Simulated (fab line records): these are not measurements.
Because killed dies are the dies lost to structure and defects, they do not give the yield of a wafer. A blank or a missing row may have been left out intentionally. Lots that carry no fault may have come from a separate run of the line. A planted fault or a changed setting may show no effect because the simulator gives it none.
Chamber matching ; flow sky130 ; cmp-02 running SKY_LI_CONTACT_CMP_24: 4 sister chambers
The step polishes, stops on PSG, t overpolish 20 s, target thk 0 nm. 4 wafers are shown with their chamber, then 11 later ones without.

## WAFERS PAIRED WITH THEIR CHAMBERS
wafer;chamber;motor-current-A (A)
L088.1;2;12.6
L090.4;3;9.0
L090.5;1;11.7
L092.2;0;8.8

## WAFERS MISSING THEIR CHAMBER
wafer;motor-current-A (A)
L092.4;12.2
L092.6;12.9
L093.1;9.6
L093.2;11.8
L093.6;11.6
L095.1;12.6
L095.3;9.3
L095.5;9.1
L096.3;9.3
L096.5;9.7
L096.6;11.9

## EACH ONE'S CHAMBER
wafer;from the rows above;in truth
L092.4;can't be placed: 2 or 1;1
L092.6;2;2
L093.1;can't be placed: 3 or 0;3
L093.2;can't be placed: 1 or 2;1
L093.6;1;1
L095.1;2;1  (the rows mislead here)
L095.3;can't be placed: 3 or 0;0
L095.5;can't be placed: 3 or 0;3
L096.3;can't be placed: 3 or 0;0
L096.5;can't be placed: 3 or 0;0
L096.6;can't be placed: 1 or 2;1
Placed correctly: 2 of 11. Can't be placed from these rows: 8 (the true chamber is among the candidates in 8). Placed wrongly: 1.
How it was worked out, from the rows above alone: a wafer's distance from a chamber is the root of the sum, over the readings, of the square of ((its reading less the chamber's mean) divided by the reading's scatter). The wafer belongs to the nearest chamber; if the next one is less than 2 further off, it can't be placed. The mean given for a chamber averages the wafers shown for that chamber. The scatter (one wafer shown for each chamber): square how far every hidden wafer sits from the nearest shown wafer, average those squares and take the square root.
